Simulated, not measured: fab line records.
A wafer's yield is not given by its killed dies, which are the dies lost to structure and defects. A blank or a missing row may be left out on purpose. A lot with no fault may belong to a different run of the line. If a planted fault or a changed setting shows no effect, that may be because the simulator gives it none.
fab line records	flow sky130
[record] lots = 12	wafers = 36	last-day = 49
route steps=708 shown POLY_GATE@230 LDD_P@259 LDD_HVN@276 PAD_OPEN@708
lots that met no fault: from a run of the same line without faults
start-h: hours from the record's opening day to when the first of the lot's shown wafers began	wait-h: hours elapsed since this lot's preceding step	" same as the row above	L1.1+2: a row that stands for several wafers	- value missing, or start not given	* or withheld: withheld	< > ~ a bound
route shown NAME@n: a module of which the file shows steps, and the number in the route of the first	usual: the fault-free wafers' mean and standard deviation	same: alike in all rows	chamber/n: place in a boat	sites: each site's reading	_std_site: the values' standard deviation	_edge_site: mean of outer sites minus mean of inner sites	radius-mm: how far each site lies from the wafer's centre	mask NAME#n: copy n	behind: tool/chamber where the wafer was last shaped	hold: why the lot was held/for how many hours/how that ended	device: names the non-switching transistor (n, p or np)	end of line: at the end of the route, the tests of the same wafers	a step given without rows: its recipe and nothing more	killed: the dies lost at the first sort to structure and to defects; this is not the yield of the wafer	map: per-die view of a wafer (x killed, . not killed, _ where there is no die)
set.NAME: the setting that was run; set.NAME@STEP: the one run at that earlier step	model.NAME: the simulator's own value behind a step, which no gauge read
one table for each step of the route and one row for each wafer, over a sample of lots
services: the hour from which a tool's chamber was out of use, counted from the record's first day as start-h (under 0 if before that day), plus the number of hours and why
[[steps]]
[step SKY_POLY_GATE_ETCH_16]
[recipe] stop-on = poly-Si	chemistry = CH3F/O2	target = Si3N4	source-w = 400	bias-w = 80	pressure-mtorr = 25	ch3f-flow-sccm = 40	O2_flow_sccm = 30	time-s = 147.5	target-depth-a = 750
[usual] drypump-motor-current-A = 5.6/0.51	oes-product-au = 0.642/0.005	throttle-valve-pct = 10.536/0.0087
lot.wafer	tool	chamber	start-h	wait-h	drypump-motor-current-A	oes-product-au	rf-hours-counter-h	throttle-valve-pct
L195.1	rie-diel-04	1	362.66	0.0	6.0	0.649	25	10.524
L195.2	"	2	"	"	6.2	0.649	20	10.536
L195.3	"	3	"	"	6.1	0.639	63	10.538
L196.2	rie-diel-04	2	375.31	0.0	6.2	0.638	21	10.541
L196.4	"	3	"	"	6.1	0.641	63	10.535
L196.5	"	1	"	"	6.0	0.648	-	10.548
L198.1	rie-diel-03	0	401.53	0.0	5.3	0.635	18	10.537
L198.3	"	2	"	"	5.9	0.642	88	10.544
L198.4	"	3	"	"	5.2	0.652	7	10.548
L199.3	rie-diel-02	0	405.53	0.0	5.3	0.639	4	10.537
L199.5	"	0	"	"	5.3	0.635	-	10.519
L199.6	"	3	"	"	4.8	0.637	-	10.526
L200.1	rie-diel-02	0	410.02	0.0	5.3	0.639	5	10.545
L200.3	"	2	"	"	5.6	0.643	6	10.534
L200.4	"	1	"	"	6.2	0.644	2	10.540
L201.3	rie-diel-02	1	422.78	0.0	6.2	0.636	2	10.526
L201.4	"	3	"	"	4.8	0.636	9	10.535
L201.5	"	1	"	"	6.1	0.648	-	10.530
L204.1	rie-diel-03	3	459.33	0.0	5.2	0.642	8	10.537
L204.2	"	0	"	"	5.3	0.641	20	10.540
L204.5	"	1	"	"	6.0	0.644	-	10.531
L202.1	rie-diel-04	1	459.66	0.0	5.9	0.646	27	10.535
L202.2	"	3	"	"	6.1	0.644	64	10.534
L202.4	"	2	"	"	6.2	0.644	22	10.547
L205.2	rie-diel-03	3	464.78	0.0	5.2	0.641	8	10.530
L205.3	"	2	"	"	5.8	0.629	89	10.542
L205.5	"	3	"	"	5.2	0.634	-	10.545
L206.2	rie-diel-03	1	474.23	0.0	6.0	0.637	5	10.549
L206.5	"	3	"	"	5.2	0.632	-	10.543
L206.6	"	0	"	"	5.3	0.639	-	10.553
L214.1	rie-diel-04	3	540.63	0.0	6.1	0.642	66	10.523
L214.2	"	1	"	"	6.0	0.647	28	10.532
L214.3	"	0	"	"	4.7	0.632	13	10.522
L215.3	rie-diel-04	1	541.98	0.0	6.0	0.640	28	10.544
L215.4	"	3	"	"	6.1	0.635	66	10.523
L215.5	"	3	"	"	6.1	0.640	-	10.532
[step SKY_POLY_GATE_CD_MEAS_22]
[usual] cd-nm = 149.4/1.7
lot.wafer	tool	chamber	start-h	wait-h	cd-nm
L195.1	cd-sem-02	-	366.04	0.1	148.3
L195.2	"	-	"	"	147.0
L195.3	"	-	"	"	146.9
L196.2	cd-sem-02	-	378.44	0.1	148.2
L196.4	"	-	"	"	146.9
L196.5	"	-	"	"	150.1
L198.1	cd-sem-02	-	406.20	0.1	149.4
L198.3	"	-	"	"	149.6
L198.4	"	-	"	"	150.4
L199.3	cd-sem-01	-	408.86	0.1	152.5
L199.5	"	-	"	"	152.2
L199.6	"	-	"	"	152.7
L200.1	cd-sem-02	-	413.12	0.1	150.7
L200.3	"	-	"	"	149.3
L200.4	"	-	"	"	151.4
L201.3	cd-sem-02	-	425.45	0.1	152.2
L201.4	"	-	"	"	149.2
L201.5	"	-	"	"	151.1
L204.1	cd-sem-01	-	460.95	0.1	149.2
L204.2	"	-	"	"	147.8
L204.5	"	-	"	"	149.2
L202.1	cd-sem-02	-	462.05	0.1	148.3
L202.2	"	-	"	"	150.6
L202.4	"	-	"	"	150.6
L205.2	cd-sem-01	-	467.17	0.1	144.9
L205.3	"	-	"	"	148.5
L205.5	"	-	"	"	147.3
L206.2	cd-sem-01	-	475.87	0.1	149.3
L206.5	"	-	"	"	147.5
L206.6	"	-	"	"	149.8
L214.1	cd-sem-01	-	542.31	0.1	148.6
L214.2	"	-	"	"	146.7
L214.3	"	-	"	"	149.5
L215.3	cd-sem-01	-	543.65	0.1	148.5
L215.4	"	-	"	"	150.4
L215.5	"	-	"	"	152.2
[step SKY_LDD_P_EXPOSE_04]
[recipe] mask-id = PSDM	na = 0.6	source-shape = conventional	sigma-outer = 0.6	polarization = unpolarized	target-cd-nm = 380	dose-mj = 138
lot.wafer	tool	chamber	start-h	wait-h	mask
L195.1+2+3	iline-stepper-02	0	409.36	-	PSDM#0
L196.2+4+5	iline-stepper-02	0	423.97	-	PSDM#0
L198.1+3+4	iline-stepper-01	0	453.06	-	PSDM#0
L199.3+5+6	iline-stepper-02	0	455.15	-	PSDM#0
L200.1+3+4	iline-stepper-02	0	461.13	-	PSDM#0
L201.3+4+5	iline-stepper-01	0	472.21	-	PSDM#0
L204.1+2+5	iline-stepper-02	0	508.31	-	PSDM#0
L202.1+2+4	iline-stepper-02	0	509.21	-	PSDM#0
L205.2+3+5	iline-stepper-01	0	514.67	-	PSDM#0
L206.2+5+6	iline-stepper-02	0	523.68	-	PSDM#0
L214.1+2+3	iline-stepper-02	0	587.74	-	PSDM#0
L215.3+4+5	iline-stepper-02	0	589.78	-	PSDM#0
[step SKY_LDD_P_CD_MEAS_07]
[recipe] target-cd-nm = 380
[usual] cd-nm = 379.6/2
lot.wafer	tool	chamber	start-h	wait-h	cd-nm
L195.1	cd-sem-02	-	423.54	0.1	378.5
L195.2	"	-	"	"	380.4
L195.3	"	-	"	"	377.6
L196.2	cd-sem-01	-	439.08	0.1	378.9
L196.4	"	-	"	"	379.5
L196.5	"	-	"	"	379.3
L198.1	cd-sem-02	-	468.47	0.1	376.8
L198.3	"	-	"	"	380.2
L198.4	"	-	"	"	378.4
L199.3	cd-sem-02	-	470.70	0.1	380.8
L199.5	"	-	"	"	380.2
L199.6	"	-	"	"	379.3
L200.1	cd-sem-02	-	475.89	0.1	380.1
L200.3	"	-	"	"	379.2
L200.4	"	-	"	"	379.9
L201.3	cd-sem-01	-	487.16	0.1	378.9
L201.4	"	-	"	"	377.9
L201.5	"	-	"	"	375.8
L204.1	cd-sem-01	-	523.84	0.1	381.7
L204.2	"	-	"	"	382.6
L204.5	"	-	"	"	381.7
L202.1	cd-sem-02	-	524.22	0.1	377.6
L202.2	"	-	"	"	376.8
L202.4	"	-	"	"	376.7
L205.2	cd-sem-01	-	530.06	0.1	380.5
L205.3	"	-	"	"	383.0
L205.5	"	-	"	"	381.7
L206.2	cd-sem-02	-	538.51	0.1	380.9
L206.5	"	-	"	"	379.9
L206.6	"	-	"	"	379.4
L214.1	cd-sem-01	-	601.94	0.1	378.7
L214.2	"	-	"	"	378.8
L214.3	"	-	"	"	367.6
L215.3	cd-sem-02	-	603.73	0.1	371.0
L215.4	"	-	"	"	369.5
L215.5	"	-	"	"	367.7
[step SKY_LDD_HVN_STRIP_09]
[recipe] chemistry = O2/N2	power-w = 1400	pressure-mtorr = 1500	platen-temp-c = withheld	o2-flow-sccm = 3000	n2-flow-sccm = 300	overash-fraction = 0.5
[usual] drypump-motor-current-A = 5.4/0.56	oes-product-au = 0.409/0.0045	strip-time-to-endpoint-s = 4.138/0.016
lot.wafer	tool	chamber	start-h	wait-h	drypump-motor-current-A	oes-product-au	rf-hours-counter-h	strip-time-to-endpoint-s
L195.1	plasma-asher-01	1	454.48	0.1	6.1	0.404	30	4.131
L195.2	"	0	"	"	5.3	0.413	30	4.155
L195.3	"	1	"	"	6.1	0.411	-	4.137
L196.2	plasma-asher-01	1	470.55	0.1	6.1	0.411	31	4.131
L196.4	"	1	"	"	6.1	0.410	-	4.147
L196.5	"	0	"	"	5.3	0.399	-	4.133
L198.1	plasma-asher-01	1	500.00	0.1	6.0	0.412	35	4.144
L198.3	"	1	"	"	6.0	0.402	-	4.141
L198.4	"	0	"	"	5.3	0.410	-	4.116
L199.3	plasma-asher-01	1	502.26	0.1	6.0	0.414	-	4.149
L199.5	"	1	"	"	6.1	0.407	-	4.146
L199.6	"	0	"	"	5.3	0.417	-	4.156
L200.1	plasma-asher-02	0	507.42	0.1	5.8	0.415	81	4.146
L200.3	"	0	"	"	5.8	0.417	-	4.152
L200.4	"	1	"	"	6.2	0.413	-	4.140
L201.3	plasma-asher-04	1	518.11	0.1	4.7	0.402	-	4.118
L201.4	"	0	"	"	5.0	0.406	-	4.133
L201.5	"	1	"	"	4.7	0.416	-	4.114
L204.1	plasma-asher-04	0	554.32	0.1	5.0	0.409	74	4.130
L204.2	"	1	"	"	4.7	0.399	74	4.147
L204.5	"	0	"	"	5.0	0.413	-	4.131
L202.1	plasma-asher-01	0	555.10	0.1	5.4	0.413	40	4.118
L202.2	"	1	"	"	6.0	0.410	40	4.144
L202.4	"	0	"	"	5.3	0.404	-	4.120
L205.2	plasma-asher-04	0	560.22	0.1	5.0	0.411	74	4.144
L205.3	"	0	"	"	5.0	0.412	-	4.144
L205.5	"	0	"	"	5.0	0.401	-	4.139
L206.2	plasma-asher-02	0	568.92	0.1	5.8	0.400	87	4.152
L206.5	"	0	"	"	5.8	0.411	-	4.130
L206.6	"	1	"	"	6.2	0.411	-	4.141
L214.1	plasma-asher-01	0	630.70	0.1	5.3	0.403	49	4.119
L214.2	"	1	"	"	6.1	0.411	49	4.113
L214.3	"	0	"	"	5.3	0.414	-	4.128
L215.3	plasma-asher-04	1	631.83	0.1	4.7	0.412	-	4.168
L215.4	"	0	"	"	5.0	0.415	-	4.162
L215.5	"	1	"	"	4.7	0.412	-	4.160
[step SKY_PAD_OPEN_PROBE_99]
[usual] killed_at_M0_to_M3 = 44/7	killed_at_M4_up = 3.0/2	killed-at-contacts = 24/5.3	killed-at-front-end = 15/4	killed-at-other = 0.2/0.41	killed-dies = 87/9.1	killed-open = 49/7.3	killed-short = 38/5.9
[same] gross-dies = 492	killed-at-back-side = 0
lot.wafer	tool	chamber	start-h	wait-h	killed_at_M0_to_M3	killed_at_M4_up	killed-at-contacts	killed-at-front-end	killed-at-other	killed-dies	killed-open	killed-short
L200.1	prober-02	-	1102.89	0.1	60	4	24	11	0	99	51	48
L200.3	prober-02	-	1102.99	0.2	62	4	30	15	0	111	56	55
L200.4	prober-02	-	1103.04	0.2	55	3	15	12	1	86	45	41
L201.3	prober-01	-	1109.39	0.2	45	5	16	12	0	78	43	35
L201.4	prober-01	-	1109.44	0.2	37	3	29	13	0	82	51	31
L201.5	prober-01	-	1109.49	0.2	45	3	23	16	0	87	51	36
// killed by level:class
L200.1 VIA1:geometric-particle:open=20 CONTACT:geometric-particle:open=10 METAL1:geometric-particle:short=9 LI_CONTACT:geometric-particle:open=8 VIA2:geometric-particle:short=8 VIA3:geometric-particle:open=6 VIA1:geometric-particle:short=5 METAL3:geometric-particle:short=5
L200.3 LI_CONTACT:geometric-particle:open=13 METAL2:geometric-particle:short=11 METAL1:geometric-particle:short=11 VIA1:geometric-particle:open=10 CONTACT:geometric-particle:open=9 VIA1:geometric-particle:short=7 FIELD_ISO:geometric-particle:short=6 LOCAL_INTERCONNECT:geometric-particle:short=5
L200.4 VIA1:geometric-particle:open=12 METAL1:geometric-particle:short=11 VIA1:geometric-particle:short=8 VIA2:geometric-particle:open=7 CONTACT:geometric-particle:open=6 VIA3:geometric-particle:open=5 FIELD_ISO:geometric-particle:open=4 METAL1:geometric-particle:open=4
L201.3 VIA2:geometric-particle:open=11 CONTACT:geometric-particle:open=9 VIA3:geometric-particle:open=8 METAL3:geometric-particle:short=5 POLY_GATE:geometric-particle:short=4 VIA1:geometric-particle:open=4 VIA1:geometric-particle:short=4 METAL4:geometric-particle:short=4
L201.4 VIA1:geometric-particle:open=16 CONTACT:geometric-particle:open=8 LI_CONTACT:geometric-particle:open=7 LI_CONTACT:geometric-particle:short=5 LOCAL_INTERCONNECT:geometric-particle:short=5 FIELD_ISO:geometric-particle:short=4 CONTACT:geometric-particle:short=4 VIA3:geometric-particle:open=4
L201.5 CONTACT:geometric-particle:open=11 VIA1:geometric-particle:open=10 VIA3:geometric-particle:open=7 POLY_GATE:geometric-particle:open=5 LI_CONTACT:geometric-particle:open=5 VIA1:geometric-particle:short=5 METAL2:geometric-particle:short=5 FIELD_ISO:geometric-particle:open=4
[[services]]
tool	chamber	start-h	hours	kind
plasma-asher-01	-	338.97	0.3	repair
plasma-asher-02	-	340.27	14.6	pm
iline-stepper-02	-	344.53	1.7	pm
rie-diel-04	1	346.40	9.8	repair
iline-stepper-02	-	348.06	0.7	repair
rie-diel-03	-	351.58	0.2	repair
iline-stepper-02	-	393.78	1.9	repair
rie-diel-02	3	405.73	3.6	repair
iline-stepper-01	-	409.27	7.8	repair
rie-diel-04	1	426.41	7.2	repair
rie-diel-03	3	436.78	5.1	repair
rie-diel-02	-	452.70	2.8	pm
rie-diel-02	0	456.04	3.9	repair
iline-stepper-02	-	462.97	28.9	pm
rie-diel-04	3	496.81	5.6	repair
iline-stepper-01	-	502.85	1.7	pm
rie-diel-02	-	506.31	0.8	repair
iline-stepper-02	-	549.37	1.7	pm
rie-diel-04	1	598.68	19.1	repair
rie-diel-02	0	603.50	1.5	repair
rie-diel-04	3	628.29	2.0	repair
plasma-asher-04	-	628.39	2.8	pm
rie-diel-04	3	630.30	-	clean
rie-diel-04	3	630.30	23.6	scheduled-down
[[key]]
[first-sign] step = SKY_LDD_P_CD_MEAS_07	reading = cd-nm	direction = down	sigmas = 5.3	usual = 379.6	struck = 368.9
effect none on later readings
met-at SKY_LDD_P_EXPOSE_04
struck-lots L214,L215
struck-wafers L214.3,L215.3,L215.4,L215.5
tester-left-out L214,L215
not-acting-at SKY_POLY_GATE_ETCH_16,SKY_POLY_GATE_CD_MEAS_22,SKY_LDD_HVN_STRIP_09
onset-between 523.68 587.74
[fault] kind = process-parameter-drift	tool = iline-stepper-02	chamber = -	onset-h = 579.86	steps = SKY_LDD_P_EXPOSE_04	channel = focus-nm	offset = 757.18	shape = step	end-h = 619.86	scope = struck-wafers-only
// tester-left-out: of these lots the tester's yield and bins aren't shown, on N5 and GAA mostly nor the transistor test; their killed dies are dies lost to structure and defects alone, not to doping, threshold or leakage, so they don't give the yield
